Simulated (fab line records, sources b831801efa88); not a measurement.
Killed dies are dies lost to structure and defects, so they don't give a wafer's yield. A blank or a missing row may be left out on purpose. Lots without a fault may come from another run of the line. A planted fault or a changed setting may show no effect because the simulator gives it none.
Which tool did it? | flow gf180mcu | 13 lots, 39 wafers sampled, at 3 steps of a route of 602

WHAT THE GAUGES READ, wafer by wafer
GF_PSD_RS_MEAS_14: measures by four-point-probe.
lot  | measured     | on            | NSD_RS (ohm/sq)
L827 | day 14 03:31 | film_metro-02 | 46.16 46.21 46.21
L829 | day 14 20:50 | film_metro-01 | 46.06 46.01 46.05
L830 | day 15 06:02 | film_metro-04 | 46.13 46.05 46.12
L831 | day 15 10:32 | film_metro-01 | 46.03 46.01 46.00
L832 | day 16 00:24 | film_metro-04 | 46.09 46.17 46.14
L834 | day 16 18:07 | film_metro-04 | 46.09 46.10 45.90
L842 | day 19 21:38 | film_metro-04 | 46.19 46.22 46.22
L843 | day 20 05:07 | film_metro-02 | 45.31 45.19 45.11
L844 | day 20 11:32 | film_metro-02 | 45.18 45.17 45.20
L845 | day 20 17:53 | film_metro-02 | 46.28 46.15 46.28
L846 | day 21 01:03 | film_metro-02 | 45.24 45.18 45.17
L847 | day 21 11:06 | film_metro-04 | 46.19 46.00 46.10
L850 | day 22 05:16 | film_metro-01 | 46.03 46.05 46.10

GF_PSD_RS_MEAS_15: measures by four-point-probe.
lot  | measured     | on            | PSD_RS (ohm/sq)
L827 | day 14 03:38 | film_metro-02 | 108.46 108.91 108.93
L829 | day 14 20:58 | film_metro-01 | 108.18 108.11 108.41
L830 | day 15 06:09 | film_metro-04 | 108.73 108.70 108.77
L831 | day 15 10:40 | film_metro-01 | 108.38 108.27 108.09
L832 | day 16 00:31 | film_metro-04 | 108.28 108.63 108.59
L834 | day 16 18:14 | film_metro-04 | 108.47 108.37 108.37
L842 | day 19 21:45 | film_metro-04 | 108.38 108.79 108.51
L843 | day 20 05:14 | film_metro-02 | 104.81 104.71 104.47
L844 | day 20 11:40 | film_metro-02 | 104.95 104.58 104.47
L845 | day 20 18:01 | film_metro-02 | 108.83 108.48 108.47
L846 | day 21 01:10 | film_metro-02 | 104.90 104.99 104.87
L847 | day 21 11:13 | film_metro-04 | 108.27 108.12 108.17
L850 | day 22 05:23 | film_metro-01 | 108.82 108.38 108.75

WHICH TOOL RAN EACH LOT (tool, then ch and the chambers of the sampled wafers, then the start)
lot  | GF_PSD_RTA_13
L827 | rtp_anneal-02 ch 0, day 14 03:25
L829 | rtp_anneal-02 ch 0, day 14 20:44
L830 | rtp_anneal-02 ch 0, day 15 05:56
L831 | rtp_anneal-01 ch 0, day 15 10:27
L832 | rtp_anneal-01 ch 0, day 16 00:19
L834 | rtp_anneal-02 ch 0, day 16 18:02
L842 | rtp_anneal-02 ch 0, day 19 21:32
L843 | rtp_anneal-02 ch 0, day 20 05:01
L844 | rtp_anneal-02 ch 0, day 20 11:28
L845 | rtp_anneal-01 ch 0, day 20 17:49
L846 | rtp_anneal-02 ch 0, day 21 00:58
L847 | rtp_anneal-01 ch 0, day 21 11:01
L850 | rtp_anneal-01 ch 0, day 22 05:10
- GF_PSD_RTA_13: time 20 s.

WHAT THE TOOLS THEMSELVES READ (means of the sampled wafers that have a number; where no wafer has one, the mark that the record gives instead)
GF_PSD_RTA_13.
lot  | tool          | lamp_power_pct (%) | wafer_temp_C_max
L827 | rtp_anneal-02 | 35.5               | 1027.2
L829 | rtp_anneal-02 | 35.5               | 1027.6
L830 | rtp_anneal-02 | 35.5               | 1027.2
L831 | rtp_anneal-01 | 34.8               | 1028.9
L832 | rtp_anneal-01 | 34.8               | 1029.3
L834 | rtp_anneal-02 | 35.5               | 1027.1
L842 | rtp_anneal-02 | 35.5               | 1028.0
L843 | rtp_anneal-02 | 36.2               | 1034.5
L844 | rtp_anneal-02 | 36.2               | 1035.2
L845 | rtp_anneal-01 | 34.8               | 1029.3
L846 | rtp_anneal-02 | 36.2               | 1034.8
L847 | rtp_anneal-01 | 34.8               | 1028.3
L850 | rtp_anneal-01 | 34.8               | 1029.1

THE ANSWER, worked out from the rows above alone
Rule: what is usual is taken from the lots themselves. Put in order of their means at a reading, lots are off if they are a third of the lots or fewer, leave a main group of 4 or more, and stand apart from it by a gap of 3 or more times the standard deviation of the main group's means; of several such gaps the widest counts. A main group whose means are all the same, to the digits that the tables above print for the reading, isn't used. A lot without any number at a reading at which 4 lots or more have one is off too. The other lots that the step has rows for count as sound. The gauges are gone through in route order, then the tools' own readings, and for those a lot's mean is taken as printed above. The first step at which some lot is off is used, and at that step the reading that is off furthest; a lot without a number counts as furthest.
Off: L843, L844, L846, at GF_PSD_RS_MEAS_14 (NSD_RS). The main group: mean 46.11 ohm/sq, standard deviation 0.075.
A tool fits if, at a process step before that reading, it ran every lot that is off, and no sound lot after the first of them. The gauges at GF_PSD_RS_MEAS_14 aren't tried: what is off there is off at GF_PSD_RTA_13 too, on other tools, and a gauge's error can't cause that. One fits: rtp_anneal-02 at GF_PSD_RTA_13. Its last sound lot is L842 (day 19 21:32), its first lot that is off L843 (day 20 05:01): a fault that began between those two fits.
The tool's own readings at GF_PSD_RTA_13 bear it out: on the lots that are off they differ by more than 5 times the standard deviation of the sound lots' means. wafer_temp_C_max reads 1034.8 there against 1028.2 on the sound lots.

WHAT THE SIMULATOR HAD PUT IN
Process parameter drift: rtp_anneal-02, from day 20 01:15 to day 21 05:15, at GF_PSD_RTA_13. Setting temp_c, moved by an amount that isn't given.
Lots struck among those shown: L843, L844, L846. The rule above found the same.
